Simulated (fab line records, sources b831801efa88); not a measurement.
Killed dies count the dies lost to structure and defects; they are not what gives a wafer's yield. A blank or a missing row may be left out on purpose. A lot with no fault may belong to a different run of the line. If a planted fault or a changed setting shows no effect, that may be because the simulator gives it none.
Commonality check across tools / flow gf180mcu / 39 wafers sampled across 13 lots

== WHY IT WAS OPENED ==
3 of 13 lots carry a flag on the reading NSD_RS at GF_PSD_RS_MEAS_14. Fault-free wafers read 46.08 ohm/sq, with a standard deviation of 0.096.
Rule: a lot is flagged when every wafer of it that has a number lies more than 4 standard deviations from that mean, or none has a number. As for the other lots, they are considered sound.

lot=L406; measured=day 14 12:02; on=film_metro-03; NSD_RS (ohm/sq), wafer by wafer=46.10 46.15 46.14; flag=
lot=L407; measured=day 14 19:47; on=film_metro-03; NSD_RS (ohm/sq), wafer by wafer=46.00 46.03 46.13; flag=
lot=L409; measured=day 15 15:35; on=film_metro-01; NSD_RS (ohm/sq), wafer by wafer=45.99 46.12 46.00; flag=
lot=L410; measured=day 15 21:11; on=film_metro-01; NSD_RS (ohm/sq), wafer by wafer=46.10 46.12 46.06; flag=
lot=L411; measured=day 16 08:22; on=film_metro-02; NSD_RS (ohm/sq), wafer by wafer=46.23 46.11 46.17; flag=
lot=L415; measured=day 17 23:42; on=film_metro-03; NSD_RS (ohm/sq), wafer by wafer=45.99 45.99 45.86; flag=
lot=L416; measured=day 18 06:31; on=film_metro-01; NSD_RS (ohm/sq), wafer by wafer=42.54 42.45 42.51; flag=FLAGGED
lot=L418; measured=day 18 19:29; on=film_metro-01; NSD_RS (ohm/sq), wafer by wafer=42.39 42.39 42.39; flag=FLAGGED
lot=L420; measured=day 19 11:52; on=film_metro-02; NSD_RS (ohm/sq), wafer by wafer=42.48 42.58 42.38; flag=FLAGGED
lot=L423; measured=day 20 11:04; on=film_metro-01; NSD_RS (ohm/sq), wafer by wafer=46.10 46.05 45.98; flag=
lot=L425; measured=day 21 08:49; on=film_metro-01; NSD_RS (ohm/sq), wafer by wafer=45.87 46.01 46.07; flag=
lot=L427; measured=day 21 19:37; on=film_metro-01; NSD_RS (ohm/sq), wafer by wafer=46.15 46.05 45.97; flag=
lot=L428; measured=day 22 03:16; on=film_metro-03; NSD_RS (ohm/sq), wafer by wafer=46.24 46.07 46.17; flag=
Average over the flagged lots: 42.46 ohm/sq; offset from the usual -3.62 ohm/sq, equal to -38 standard deviations.

== EACH LOT AND THE TOOL IT RAN ON ==
Before the reading, the record contains 2 process steps out of a 602-step route. In each cell: the tool, then ch and the chambers that the sampled wafers went through, then the start.
lot=L406; flag=; GF_NSD_STRIP_11=plasma_asher-01 ch 0,1, day 13 14:51; GF_PSD_RTA_13=rtp_anneal-01 ch 0, day 14 11:57
lot=L407; flag=; GF_NSD_STRIP_11=plasma_asher-04 ch 0,1, day 13 22:11; GF_PSD_RTA_13=rtp_anneal-01 ch 0, day 14 19:43
lot=L409; flag=; GF_NSD_STRIP_11=plasma_asher-04 ch 0,1, day 14 17:51; GF_PSD_RTA_13=rtp_anneal-01 ch 0, day 15 15:30
lot=L410; flag=; GF_NSD_STRIP_11=plasma_asher-01 ch 0,1, day 14 23:05; GF_PSD_RTA_13=rtp_anneal-02 ch 0, day 15 21:06
lot=L411; flag=; GF_NSD_STRIP_11=plasma_asher-01 ch 0,1, day 15 09:32; GF_PSD_RTA_13=rtp_anneal-02 ch 0, day 16 08:17
lot=L415; flag=; GF_NSD_STRIP_11=plasma_asher-03 ch 0, day 16 23:53; GF_PSD_RTA_13=rtp_anneal-01 ch 0, day 17 23:37
lot=L416; flag=FLAGGED; GF_NSD_STRIP_11=plasma_asher-01 ch 0,1, day 17 06:44; GF_PSD_RTA_13=rtp_anneal-02 ch 0, day 18 06:25
lot=L418; flag=FLAGGED; GF_NSD_STRIP_11=plasma_asher-01 ch 0,1, day 17 19:14; GF_PSD_RTA_13=rtp_anneal-02 ch 0, day 18 19:23
lot=L420; flag=FLAGGED; GF_NSD_STRIP_11=plasma_asher-04 ch 1, day 18 11:36; GF_PSD_RTA_13=rtp_anneal-02 ch 0, day 19 11:47
lot=L423; flag=; GF_NSD_STRIP_11=plasma_asher-01 ch 0,1, day 19 10:32; GF_PSD_RTA_13=rtp_anneal-01 ch 0, day 20 10:59
lot=L425; flag=; GF_NSD_STRIP_11=plasma_asher-03 ch 0,1, day 20 08:26; GF_PSD_RTA_13=rtp_anneal-01 ch 0, day 21 08:44
lot=L427; flag=; GF_NSD_STRIP_11=plasma_asher-01 ch 0,1, day 20 19:35; GF_PSD_RTA_13=rtp_anneal-02 ch 0, day 21 19:31
lot=L428; flag=; GF_NSD_STRIP_11=plasma_asher-01 ch 0,1, day 21 02:38; GF_PSD_RTA_13=rtp_anneal-02 ch 0, day 22 03:11
What the steps here do:
- GF_NSD_STRIP_11: strips in O2/N2.
- GF_PSD_RTA_13: time 20 s.
- GF_PSD_RS_MEAS_14: measures by four-point-probe.

== FLAGGED AGAINST TOTAL, ONE TOOL AT A TIME (gauges that did the reading follow at the end) ==
step=GF_NSD_STRIP_11; tool=plasma_asher-01; lots run=8; flagged=2; share of the flagged lots=some; sound lots run after its first flagged lot=3 (L423,L427,L428)
step=GF_NSD_STRIP_11; tool=plasma_asher-03; lots run=2; flagged=0; share of the flagged lots=none; sound lots run after its first flagged lot=-
step=GF_NSD_STRIP_11; tool=plasma_asher-04; lots run=3; flagged=1; share of the flagged lots=some; sound lots run after its first flagged lot=0
step=GF_PSD_RTA_13; tool=rtp_anneal-01; lots run=6; flagged=0; share of the flagged lots=none; sound lots run after its first flagged lot=-
step=GF_PSD_RTA_13; tool=rtp_anneal-02; lots run=7; flagged=3; share of the flagged lots=all; sound lots run after its first flagged lot=2 (L427,L428)
step=GF_PSD_RS_MEAS_14; tool=film_metro-01; lots run=7; flagged=2; share of the flagged lots=some; sound lots run after its first flagged lot=3 (L423,L425,L427)
step=GF_PSD_RS_MEAS_14; tool=film_metro-02; lots run=2; flagged=1; share of the flagged lots=some; sound lots run after its first flagged lot=0
step=GF_PSD_RS_MEAS_14; tool=film_metro-03; lots run=4; flagged=0; share of the flagged lots=none; sound lots run after its first flagged lot=-

== WHAT THE TABLE PERMITS ==
In the table, 1 row covers all flagged lots: rtp_anneal-02 at GF_PSD_RTA_13.
- rtp_anneal-02 at GF_PSD_RTA_13: 3 of its 7 lots flagged. Sound lots ran on it after the first flagged one (L427, L428), which a lasting fault on the whole tool wouldn't allow.
No row of the table ran every flagged lot and no sound lot after the first.

== WHAT THE SIMULATOR HAD INSERTED ==
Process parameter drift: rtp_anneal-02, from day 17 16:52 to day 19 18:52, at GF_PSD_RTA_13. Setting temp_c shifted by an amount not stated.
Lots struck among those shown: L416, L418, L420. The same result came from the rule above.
